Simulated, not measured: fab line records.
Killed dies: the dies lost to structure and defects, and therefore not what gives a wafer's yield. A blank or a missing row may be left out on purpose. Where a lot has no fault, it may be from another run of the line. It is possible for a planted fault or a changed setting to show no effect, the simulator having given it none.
A lot that was struck, set against a sound lot + flow gf180mcu + 16 out of 602 route steps
Sound: the wafers L453.4, L453.5, L453.6. The struck wafers were L452.1, L452.4, L452.6. At the end, the cause is stated.
At each step with rows: each side's tool, then ch and its chambers, then its first start. Under that, the readings that differ: sound wafers + struck wafers + difference of the means + sigmas: that difference in standard deviations of wafers without a fault.
alike: words and numbers the same on both sides, and readings whose means are apart by under 2 such deviations; not compared: readings that were withheld, readings missing a value for some wafer, numbers with overlapping values and no deviation given by the record, and bounds like >300 which may hide the same value.
A row with sigmas, a row that says differs or no value, or rows on one side alone: a step with any of these is where the two part. Non-overlapping numbers with no deviation appear without sigmas and do not part them. A reading missing from all wafers of one side parts the sides only when that side holds two or more wafers.

GF_M2_SPUTTER_04: material TiN, target thk 50 nm, time 41.7 s.
  sound on pvd-sputter-03, day 25 07:32; struck on pvd-sputter-04, day 25 00:59
  alike: throttle-valve-pct
GF_M2_RS_MEAS_05: uses a four-point probe to measure.
  sound on film-metro-01, day 25 07:40; struck on film-metro-03, day 25 01:01
  alike: M2_ALCU_RS
GF_M2_THK_MEAS_06: measures by xrf.
  sound on film-metro-01, day 25 07:46; struck on film-metro-03, day 25 01:08
| reading          | sound       | struck      | difference | sigmas |
|------------------|-------------|-------------|------------|--------|
| M2_ALCU_THK (nm) | 453 454 452 | 468 470 473 | +17        | +2     |
then, 7 steps without rows for these wafers: GF_M2_DEHYDRATE_07 (time 60 s); GF_M2_HMDS_08 (prime time 60 s); GF_M2_COAT_09 (resist thk 1000 nm); GF_M2_SOFTBAKE_10 (time 60 s); GF_M2_EXPOSE_11 (exposes mask Metal2, target cd 280 nm); GF_M2_PEB_12 (peb time 90 s); GF_M2_DEVELOP_13 (develop time 60 s).
GF_M2_CD_MEAS_14: target cd 280 nm.
  sound on cd-sem-01, day 26 04:44; struck on cd-sem-01, day 25 21:44
  alike: cd-nm
GF_M2_OVL_MEAS_15:
  sound on overlay-01, day 26 04:49; struck on overlay-01, day 25 21:51
  alike: M2_OVL
GF_M2_METAL_ETCH_16: etches the open film in Cl2/BCl3, stops on SiO2, target depth 750.8 nm, time 125.1 s.
  sound on rie-metal-04 ch 0, day 26 04:58; struck on rie-metal-03 ch 0,1, day 25 21:53
  no value came back on the struck wafers for any of 5 readings (bcl3-flow-sccm (sccm), bias-w (W) and others); on the sound wafers bcl3-flow-sccm (sccm) reads 39.91 39.71 39.91
| reading                             | sound             | struck          | difference | sigmas |
|-------------------------------------|-------------------|-----------------|------------|--------|
| model.KrF_of_M2_COAT_09.thk-nm (nm) | 688.2 691.2 691.3 | 985 984.5 982.5 | +294       |        |
  not compared: rf-hours-counter-h
GF_M2_STRIP_17: strips in O2/N2.
  sound on plasma-asher-03 ch 0,1, day 26 05:09; struck on plasma-asher-02 ch 0, day 25 22:01
| reading                      | sound             | struck            | difference | sigmas |
|------------------------------|-------------------|-------------------|------------|--------|
| heater-power-w (W)           | 311 315 308       | 399 380 379       | +75        | +2     |
| oes-product-au (a.u.)        | 0.536 0.546 0.534 | 0.662 0.657 0.659 | +0.121     | +25    |
| strip-time-to-endpoint-s (s) | 7.42 7.45 7.45    | 10.21 10.21 10.18 | +2.76      | +71    |
  alike: drypump-motor-current-A
  not compared: rf-hours-counter-h
then, 1 step without rows for these wafers: GF_M2_STRIP_18 (strips in post etch residue remover, time 1200 s).
-- the record jumps here: 8 days lie between the struck wafers' starts before and after (it left off in module M2 and takes up again in module PASSIVATION, whose first step shown is number 602 of the route) --
GF_PASSIVATION_PROBE_99:
  record: rows for the struck wafers here (prober-02, day 34 01:55), none for the sound ones

## WHERE THEY PART
At GF_M2_THK_MEAS_06 first; at GF_PASSIVATION_PROBE_99 last (within this record only).

WHY: whatever the simulator had introduced
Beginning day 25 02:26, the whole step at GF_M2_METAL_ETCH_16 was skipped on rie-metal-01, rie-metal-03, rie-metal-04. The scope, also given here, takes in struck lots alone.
